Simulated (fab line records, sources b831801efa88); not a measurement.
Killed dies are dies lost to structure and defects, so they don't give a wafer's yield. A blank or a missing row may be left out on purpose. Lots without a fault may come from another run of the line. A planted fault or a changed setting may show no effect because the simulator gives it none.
A struck lot beside a sound one | flow sky130 | 33 steps out of a route of 708
Sound: wafers L354.2, L354.4, L354.6. Struck: wafers L360.2, L360.4, L360.6. The cause comes at the end.
At each step with rows: each side's tool, then ch and its chambers, then its first start. Under that, the readings that differ: sound wafers | struck wafers | difference of the means | sigmas: that difference in standard deviations of wafers without a fault.
alike: readings whose means differ by less than 2 such deviations, and words and numbers that are the same on both sides. not compared: withheld readings, readings that some wafer has no value for, bounds like >300 that may hide the same value, and numbers for which the record gives no deviation and whose values overlap.
The two part at a step that has a row with sigmas, a row that says differs or no value, or rows on one side only. Numbers that don't overlap but have no deviation are shown without sigmas and don't part them. A reading that every wafer of one side lacks parts them only if that side has two wafers or more.

first, 4 steps without rows for these wafers: SKY_LOCAL_INTERCONNECT_SOFTBAKE_07 (time 90 s); SKY_LOCAL_INTERCONNECT_EXPOSE_08 (exposes mask LI1M, target cd 170 nm); SKY_LOCAL_INTERCONNECT_PEB_09; SKY_LOCAL_INTERCONNECT_DEVELOP_10 (develop time 60 s).
SKY_LOCAL_INTERCONNECT_CD_MEAS_11: target cd 170 nm.
  sound on cd_sem-02, day 33 00:46; struck on cd_sem-01, day 34 16:56
  alike: cd_nm
SKY_LOCAL_INTERCONNECT_OVL_MEAS_12:
  sound on overlay-02, day 33 00:52; struck on overlay-01, day 34 17:03
  alike: LOCAL_INTERCONNECT_OVL
SKY_LOCAL_INTERCONNECT_ETCH_13: etches BARC in N2/H2, stops on SiO2, time 45.9 s, target depth 60 nm.
  sound on rie_metal-02 ch 0,1, day 33 00:54; struck on rie_metal-03 ch 0,1, day 34 17:05
  alike: drypump_motor_current_A, oes_product_au, throttle_valve_pct
  not compared: rf_hours_counter_h
SKY_LOCAL_INTERCONNECT_METAL_ETCH_14: etches TiN in Cl2/BCl3, stops on PSG, target depth 110 nm, time 31.4 s.
  sound on rie_metal-02 ch 0,1, day 33 00:58; struck on rie_metal-03 ch 0,1, day 34 17:08
  alike: drypump_motor_current_A, oes_product_au, throttle_valve_pct
  not compared: rf_hours_counter_h
SKY_LOCAL_INTERCONNECT_STRIP_15: strips in O2/N2.
  sound on plasma_asher-02 ch 0,1, day 33 01:01; struck on plasma_asher-04 ch 0,1, day 34 17:12
  alike: drypump_motor_current_A, oes_product_au, strip_time_to_endpoint_s
  not compared: rf_hours_counter_h
then, 3 steps without rows for these wafers: SKY_LOCAL_INTERCONNECT_STRIP_16 (strips in post etch residue remover, time 1200 s); SKY_LOCAL_INTERCONNECT_CLEAN_17 (cleans in IPA, time 180 s); SKY_LOCAL_INTERCONNECT_CLEAN_18 (cleans in O3/DIW).
SKY_CONTACT_CVD_00: deposits Si3N4, target thk 75 nm.
  sound on pecvd-04 ch 0,1,2, day 33 01:37; struck on pecvd-04 ch 0,1,2, day 34 17:49
  reading                                   | sound            | struck        | difference | sigmas
  model.Si3N4_of_CONTACT_CVD_00.thk_nm (nm) | 73.51 74.44 76.4 | 109.4 110 111 | +35.4      |
  alike: heater_power_w
SKY_CONTACT_THK_MEAS_01:
  sound on film_metro-04, day 33 01:39; struck on film_metro-01, day 34 17:51
  reading                 | sound          | struck            | difference | sigmas
  CONTACT_CVD_00_THK (nm) | 73.5 74.4 76.4 | 109.4 110.1 111.1 | +35.4      | +39
then, 1 step without rows for these wafers: SKY_CONTACT_HDPCVD_02 (deposits SiO2, target thk 565 nm, time 94.2 s).
SKY_CONTACT_THK_MEAS_03:
  sound on film_metro-01, day 33 01:47; struck on film_metro-03, day 34 17:59
  alike: CONTACT_HDPCVD_THK
SKY_CONTACT_CMP_04: polishes SiO2.
  sound on cmp-02 ch 2,3, day 33 01:50; struck on cmp-01 ch 1,2, day 34 18:05
  alike: edge_zone_pressure_frac, motor_current_A, platen_rpm, retaining_ring_pressure_frac
SKY_CONTACT_BOW_MEAS_05:
  sound on film_metro-03, day 33 02:11; struck on film_metro-03, day 34 18:21
  alike: CONTACT_BOW
then, 8 steps without rows for these wafers: SKY_CONTACT_DEHYDRATE_06 (time 60 s); SKY_CONTACT_HMDS_07 (prime time 60 s); SKY_CONTACT_COAT_08 (resist thk 60 nm); SKY_CONTACT_COAT_09 (resist thk 450 nm); SKY_CONTACT_SOFTBAKE_10 (time 90 s); SKY_CONTACT_EXPOSE_11 (exposes mask CTM1, target cd 170 nm); SKY_CONTACT_PEB_12; SKY_CONTACT_DEVELOP_13 (develop time 60 s).
SKY_CONTACT_CD_MEAS_14: target cd 170 nm.
  sound on cd_sem-01, day 34 04:19; struck on cd_sem-02, day 35 20:41
  alike: cd_nm
SKY_CONTACT_OVL_MEAS_15:
  sound on overlay-02, day 34 04:25; struck on overlay-01, day 35 20:47
  reading          | sound     | struck | difference | sigmas
  CONTACT_OVL (nm) | -6 -6 -15 | 6 7 11 | +17        | +3
then, 1 step without rows for these wafers: SKY_CONTACT_ETCH_16 (etches BARC in N2/H2, stops on SiO2, time 45.9 s, target depth 60 nm).
SKY_CONTACT_ETCH_17: etches SiO2 in C4F8/O2/Ar, stops on Si3N4, target depth 340 nm.
  sound on rie_diel-01 ch 0,1,2, day 34 04:29; struck on rie_diel-01 ch 0,1,2, day 35 20:52
  alike: oes_product_au
SKY_CONTACT_ETCH_18: etches Si3N4 in CHF3/O2, stops on TiN, time 39 s, target depth 75 nm.
  sound on rie_diel-01 ch 0,1,2; struck on rie_diel-01 ch 0,1,2
  reading                  | sound             | struck            | difference | sigmas
  oes_product_au (a.u.)    | 0.837 0.844 0.860 | 1.000 1.005 1.005 | +0.156     | +19
  throttle_valve_pct (%)   | 8.787 8.770 8.796 | 8.822 8.813 8.845 | +0.042     | +5
  model.etch.depth_nm (nm) | 73.51 74.44 76.4  | 98.44 97.44 98.12 | +23.22     |
  alike: drypump_motor_current_A
  not compared: rf_hours_counter_h
then, 1 step without rows for these wafers: SKY_CONTACT_STRIP_19 (strips in O2/N2).
-- the record jumps here: 13 days lie between the struck wafers' starts before and after (it left off in module CONTACT and takes up again in module PAD_OPEN, whose first step shown is number 708 of the route) --
SKY_PAD_OPEN_PROBE_99:
  sound on prober-01, day 48 00:16; struck on prober-02, day 49 01:22
  reading            | sound    | struck      | difference | sigmas
  killed_at_contacts | 25 18 32 | 427 428 416 | +399       | +72
  killed_dies        | 95 84 88 | 492 492 492 | +403       | +44
  killed_on_rim      | 17 12 20 | 96 96 96    | +80        | +20
  alike: killed_at_M0_to_M3, killed_at_M4_up, killed_at_front_end, killed_at_other, killed_open, killed_short

WHERE THEY PART
First at SKY_CONTACT_THK_MEAS_01; last, within this record, at SKY_PAD_OPEN_PROBE_99.

WHY: what the simulator had put in
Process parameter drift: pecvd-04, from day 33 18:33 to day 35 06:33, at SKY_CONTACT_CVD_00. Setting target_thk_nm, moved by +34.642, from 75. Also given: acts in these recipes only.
